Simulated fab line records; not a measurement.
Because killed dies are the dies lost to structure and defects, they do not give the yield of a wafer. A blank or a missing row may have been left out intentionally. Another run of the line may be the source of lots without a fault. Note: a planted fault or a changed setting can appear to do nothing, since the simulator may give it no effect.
Which tool is to blame? | flow gf180mcu | Sampling: 7 lots, 21 wafers, 3 of 602 route steps

== WHAT THE GAUGES READ, wafer by wafer ==
GF_PASSIVATION_THK_MEAS_01.
lot  | measured     | on            | PASSIVATION_CVD_00_THK (nm)
L449 | day 28 13:11 | film_metro-03 | 982 967 985
L453 | day 29 17:13 | film_metro-04 | 988 990 1007
L454 | day 30 06:04 | film_metro-04 | 977 978 1019
L460 | day 31 15:35 | film_metro-04 | 1003 995 999
L464 | day 32 19:20 | film_metro-01 | 1000 1018 1008
L468 | day 33 17:12 | film_metro-04 | 986 992 999
L471 | day 34 12:56 | film_metro-04 | 974 987 1017

== EACH LOT AND THE TOOL THAT RAN IT (in order: tool; ch and the chambers of the sampled wafers; start) ==
lot  | GF_M1_SPUTTER_02             | GF_TOP_METAL_SPUTTER_02
L449 | pvd_sputter-03, day 16 14:23 | pvd_sputter-01, day 27 15:58
L453 | pvd_sputter-03, day 18 00:20 | pvd_sputter-01, day 28 21:05
L454 | pvd_sputter-04, day 18 14:02 | pvd_sputter-04, day 29 09:56
L460 | pvd_sputter-03, day 20 12:11 | pvd_sputter-02, day 30 20:55
L464 | pvd_sputter-04, day 21 23:37 | pvd_sputter-01, day 31 23:36
L468 | pvd_sputter-04, day 23 11:10 | pvd_sputter-02, day 33 00:37
L471 | pvd_sputter-03, day 24 13:46 | pvd_sputter-04, day 33 20:17
- GF_M1_SPUTTER_02: material AlCu, target thk 450 nm, time 23.9 s.
- GF_TOP_METAL_SPUTTER_02: material AlCu, target thk 900 nm, time 47.82 s.

== THE ANSWER, worked out from the rows above alone ==
Rule: usual is defined by the lots themselves. Put in order of their means at a reading, lots are off if they are a third of the lots or fewer, leave a main group of 4 or more, and stand apart from it by a gap of 3 or more times the standard deviation of the main group's means; of several such gaps the widest counts. The tables above print the reading to a certain number of digits; a main group whose means all agree to those digits is not used. Also off: a lot with no number at a reading for which 4 or more lots have one. Any other lot the step has rows for is counted as sound.
Nothing can be told from this: no lot is off at any reading shown.

== WHAT THE SIMULATOR HAD PUT IN ==
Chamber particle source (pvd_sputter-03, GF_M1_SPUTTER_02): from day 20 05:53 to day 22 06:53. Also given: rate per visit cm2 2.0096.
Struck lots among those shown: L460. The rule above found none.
